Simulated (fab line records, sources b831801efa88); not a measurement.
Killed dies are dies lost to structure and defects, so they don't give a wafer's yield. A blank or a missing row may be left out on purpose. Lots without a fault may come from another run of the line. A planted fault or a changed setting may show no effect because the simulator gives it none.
Which tool did it? | flow sky130 | 24 lots, 72 wafers sampled, at 5 steps of a route of 708

WHAT THE GAUGES READ, wafer by wafer
SKY_VT_ADJUST_HVTP_TW_MEAS_11. Usual: VT_ADJUST_HVTP_TW 1363, standard deviation 8.4.
lot  | measured     | on            | VT_ADJUST_HVTP_TW | flag
L074 | day 6 01:10  | film_metro-02 | 1358 1360 1364    |
L075 | day 6 07:19  | film_metro-03 | 1376 1378 1379    |
L076 | day 6 13:23  | film_metro-02 | 1359 1355 1358    |
L077 | day 6 22:19  | film_metro-02 | 1361 1361 1360    |
L078 | day 6 23:34  | film_metro-03 | 1374 1374 1375    |
L079 | day 7 07:19  | film_metro-02 | 1349 1350 1352    |
L080 | day 7 18:16  | film_metro-03 | 1362 1358 1367    |
L081 | day 7 23:40  | film_metro-02 | 1348 1358 1353    |
L082 | day 8 14:23  | film_metro-02 | 1365 1366 1361    |
L083 | day 9 05:14  | film_metro-04 | 1365 1366 1363    |
L084 | day 9 05:50  | film_metro-04 | 1365 1358 1369    |
L085 | day 9 06:34  | film_metro-03 | 1370 1372 1380    |
L086 | day 9 20:36  | film_metro-03 | 1367 1377 1376    |
L088 | day 10 02:08 | film_metro-02 | 1357 1351 1363    |
L087 | day 10 02:24 | film_metro-03 | 1376 1367 1368    |
L089 | day 10 09:29 | film_metro-04 | 1362 1362 1353    |
L090 | day 10 10:13 | film_metro-02 | 1361 1352 1356    |
L092 | day 10 15:45 | film_metro-03 | 1365 1377 1370    |
L091 | day 10 19:36 | film_metro-03 | 1372 1372 1372    |
L093 | day 11 03:09 | film_metro-04 | 1361 1362 1354    |
L094 | day 11 10:46 | film_metro-04 | 1355 1362 1350    |
L095 | day 11 18:30 | film_metro-02 | 1346 1353 1350    |
L096 | day 11 23:06 | film_metro-03 | 1369 1368 1367    |
L097 | day 12 02:40 | film_metro-04 | 1355 1361 1361    |

SKY_POLY_GATE_CD_MEAS_13: target cd 150 nm. Usual: cd_nm 150.3 nm, standard deviation 1.4.
lot  | measured     | on        | cd_nm (nm)        | flag
L074 | day 16 04:52 | cd_sem-02 | 149.4 148.9 149.5 |
L075 | day 16 08:16 | cd_sem-01 | 152.2 151.8 152.6 |
L076 | day 17 02:44 | cd_sem-02 | 149.7 150.2 149.2 |
L077 | day 17 02:28 | cd_sem-01 | 150.4 151.7 150.6 |
L078 | day 17 13:01 | cd_sem-01 | 147.9 148.8 147.8 |
L079 | day 17 22:01 | cd_sem-02 | 152.9 152.8 151.8 |
L080 | day 18 10:02 | cd_sem-01 | 149.3 149.5 149.3 |
L081 | day 18 17:35 | cd_sem-01 | 149.9 150.0 149.1 |
L082 | day 19 23:53 | cd_sem-01 | 151.0 152.3 150.9 |
L083 | day 20 19:32 | cd_sem-01 | 152.1 152.8 152.1 |
L084 | day 20 18:10 | cd_sem-01 | 148.7 149.6 148.7 |
L085 | day 21 00:23 | cd_sem-02 | 149.5 148.9 151.4 |
L086 | day 21 19:51 | cd_sem-01 | 152.2 151.2 152.4 |
L088 | day 22 00:07 | cd_sem-02 | 150.7 152.2 151.1 |
L087 | day 21 23:55 | cd_sem-01 | 148.8 148.7 148.5 |
L089 | day 22 06:10 | cd_sem-02 | 153.3 153.1 153.7 |
L090 | day 22 09:14 | cd_sem-02 | 148.7 150.3 149.1 |
L092 | day 22 16:24 | cd_sem-02 | 151.0 150.5 151.0 |
L091 | day 22 21:16 | cd_sem-01 | 149.9 149.9 150.5 |
L093 | day 23 22:31 | cd_sem-01 | 149.9 150.1 150.0 |
L094 | day 24 02:28 | cd_sem-02 | 150.7 150.3 150.1 |
L095 | day 24 05:52 | cd_sem-01 | 149.9 149.6 148.9 |
L096 | day 24 10:28 | cd_sem-02 | 148.8 148.9 150.6 |
L097 | day 24 13:10 | cd_sem-02 | 147.8 150.6 148.9 |

SKY_VIA3_BOW_MEAS_03. Usual: VIA3_BOW 82 um, standard deviation 8.1.
lot  | measured     | on            | VIA3_BOW (um) | flag
L074 | day 38 07:26 | film_metro-03 | 89 82 79      |
L075 | day 38 10:11 | film_metro-02 | 82 78 92      |
L076 | day 38 23:53 | film_metro-03 | 67 69 77      |
L077 | day 39 04:24 | film_metro-02 | 86 70 72      |
L078 | day 39 10:40 | film_metro-02 | 70 76 75      |
L079 | day 39 19:56 | film_metro-03 | 77 81 91      |
L080 | day 40 05:37 | film_metro-02 | 81 83 74      |
L081 | day 40 18:39 | film_metro-04 | 77 80 89      |
L082 | day 41 12:30 | film_metro-03 | 95 79 91      |
L083 | day 42 02:56 | film_metro-02 | 82 74 80      |
L084 | day 42 03:44 | film_metro-04 | 87 77 78      |
L085 | day 42 12:05 | film_metro-04 | 87 74 89      |
L086 | day 42 21:18 | film_metro-02 | 84 72 86      |
L088 | day 43 01:47 | film_metro-04 | 77 91 85      |
L087 | day 43 01:09 | film_metro-03 | 98 89 87      |
L089 | day 43 06:56 | film_metro-04 | 80 80 63      |
L090 | day 43 09:23 | film_metro-04 | 85 74 86      |
L092 | day 43 15:13 | film_metro-04 | 76 90 89      |
L091 | day 43 17:47 | film_metro-03 | 85 92 97      |
L093 | day 44 11:42 | film_metro-04 | 71 90 79      |
L094 | day 44 17:21 | film_metro-03 | 78 71 75      |
L095 | day 44 19:07 | film_metro-03 | 95 79 84      |
L096 | day 44 19:17 | film_metro-04 | 82 82 84      |
L097 | day 45 00:37 | film_metro-03 | 84 85 86      |

SKY_VIA4_BOW_MEAS_03. Usual: VIA4_BOW 80 um, standard deviation 7.9.
lot  | measured     | on            | VIA4_BOW (um) | flag
L074 | day 41 13:11 | film_metro-02 | 84 78 74      |
L075 | day 41 15:16 | film_metro-04 | 81 76 89      |
L076 | day 42 04:07 | film_metro-02 | 65 67 75      |
L077 | day 42 07:41 | film_metro-04 | 90 74 76      |
L078 | day 42 14:50 | film_metro-01 | 70 75 73      |
L079 | day 42 22:53 | film_metro-01 | 72 77 85      |
L080 | day 43 08:08 | film_metro-02 | 78 80 72      |
L081 | day 43 19:21 | film_metro-01 | 72 75 86      |
L082 | day 44 13:59 | film_metro-01 | 92 78 90      |
L083 | day 45 01:50 | film_metro-04 | 89 83 87      |
L084 | day 45 04:05 | film_metro-02 | 88 79 79      |
L085 | day 45 10:44 | film_metro-02 | 84 71 85      |
L086 | day 45 18:30 | film_metro-04 | 86 72 87      |
L088 | day 45 23:52 | film_metro-04 | 78 91 86      |
L087 | day 45 23:37 | film_metro-02 | 91 84 81      |
L089 | day 46 02:50 | film_metro-02 | 81 81 63      |
L090 | day 46 07:19 | film_metro-02 | 77 68 81      |
L092 | day 46 12:16 | film_metro-01 | 79 91 91      |
L091 | day 46 13:07 | film_metro-01 | 83 88 92      |
L093 | day 47 06:32 | film_metro-01 | 72 90 77      |
L094 | day 47 11:40 | film_metro-01 | 75 68 72      |
L095 | day 47 12:12 | film_metro-01 | 96 82 84      |
L096 | day 47 12:16 | film_metro-04 | 77 79 79      |
L097 | day 47 17:34 | film_metro-01 | 82 84 84      |

WHICH TOOL RAN EACH LOT (tool, then ch and the chambers of the sampled wafers, then the start)
lot  | SKY_RES_PROTECT_STRIP_07
L074 | plasma_asher-03 ch 0,1, day 14 23:37
L075 | plasma_asher-02 ch 0,1, day 15 02:37
L076 | plasma_asher-04 ch 1, day 15 15:49
L077 | plasma_asher-02 ch 0,1, day 15 20:55
L078 | plasma_asher-02 ch 0,1, day 16 03:25
L079 | plasma_asher-04 ch 0,1, day 16 13:31
L080 | plasma_asher-04 ch 0,1, day 17 02:16
L081 | plasma_asher-02 ch 0,1, day 17 11:15
L082 | plasma_asher-03 ch 0,1, day 18 07:30
L083 | plasma_asher-03 ch 0,1, day 19 12:05
L084 | plasma_asher-04 ch 0,1, day 19 09:13
L085 | plasma_asher-02 ch 0,1, day 19 15:49
L086 | plasma_asher-04 ch 0,1, day 20 06:59
L088 | plasma_asher-03 ch 0,1, day 20 14:14
L087 | plasma_asher-04 ch 0,1, day 20 12:24
L089 | plasma_asher-03 ch 0,1, day 20 22:10
L090 | plasma_asher-04 ch 0,1, day 20 23:13
L092 | plasma_asher-02 ch 0,1, day 21 08:50
L091 | plasma_asher-02 ch 0,1, day 21 13:31
L093 | plasma_asher-02 ch 0,1, day 22 15:21
L094 | plasma_asher-04 ch 0,1, day 22 19:00
L095 | plasma_asher-02 ch 0,1, day 22 22:19
L096 | plasma_asher-03 ch 0,1, day 23 03:16
L097 | plasma_asher-04 ch 0,1, day 23 04:30
- SKY_RES_PROTECT_STRIP_07: strips in O2/N2.

WHAT THE TOOLS THEMSELVES READ (means of the sampled wafers that have a number; where no wafer has one, the mark that the record gives instead)
SKY_RES_PROTECT_STRIP_07. Usual: drypump_motor_current_A 5.6 A, standard deviation 0.47; oes_product_au 0.518 a.u., standard deviation 0.0045; strip_time_to_endpoint_s 23.30 s, standard deviation 0.041.
lot  | tool            | drypump_motor_current_A (A) | oes_product_au (a.u.) | strip_time_to_endpoint_s (s) | flag
L074 | plasma_asher-03 | 6.0                         | 0.518                 | 23.28                        |
L075 | plasma_asher-02 | 5.0                         | 0.517                 | 23.23                        |
L076 | plasma_asher-04 | 5.8                         | 0.516                 | 23.34                        |
L077 | plasma_asher-02 | 5.0                         | 0.521                 | 23.33                        |
L078 | plasma_asher-02 | 5.0                         | 0.518                 | 23.33                        |
L079 | plasma_asher-04 | 5.8                         | 0.518                 | 23.26                        |
L080 | plasma_asher-04 | 5.8                         | 0.519                 | 23.31                        |
L081 | plasma_asher-02 | 5.4                         | 0.519                 | 23.28                        |
L082 | plasma_asher-03 | 6.1                         | 0.514                 | 23.28                        |
L083 | plasma_asher-03 | 6.1                         | 0.516                 | 23.28                        |
L084 | plasma_asher-04 | 5.8                         | 0.518                 | 23.31                        |
L085 | plasma_asher-02 | 5.4                         | 0.518                 | 23.27                        |
L086 | plasma_asher-04 | 5.8                         | 0.518                 | 23.34                        |
L088 | plasma_asher-03 | 6.0                         | 0.515                 | 23.30                        |
L087 | plasma_asher-04 | 5.8                         | 0.517                 | 23.30                        |
L089 | plasma_asher-03 | 6.0                         | 0.516                 | 23.28                        |
L090 | plasma_asher-04 | 5.8                         | 0.520                 | 23.23                        |
L092 | plasma_asher-02 | 5.4                         | 0.518                 | 23.24                        |
L091 | plasma_asher-02 | 5.0                         | 0.518                 | 23.28                        |
L093 | plasma_asher-02 | 5.4                         | 0.515                 | 23.36                        |
L094 | plasma_asher-04 | 5.8                         | 0.523                 | 23.33                        |
L095 | plasma_asher-02 | 5.1                         | 0.520                 | 23.30                        |
L096 | plasma_asher-03 | 6.1                         | 0.516                 | 23.34                        |
L097 | plasma_asher-04 | 5.8                         | 0.518                 | 23.31                        |

THE ANSWER, worked out from the rows above alone
Rule: a lot is off if the mean of its wafers that have a number lies more than 3 standard deviations from the usual mean. A lot without any number at a reading at which 4 lots or more have one is off too. The other lots that the step has rows for count as sound. The gauges are gone through in route order, then the tools' own readings, and for those a lot's mean is taken as printed above. The first step at which some lot is off is used, and at that step the reading that is off furthest; a lot without a number counts as furthest.
No lot is off at any reading shown: from this, nothing can be told.

WHAT THE SIMULATOR HAD PUT IN
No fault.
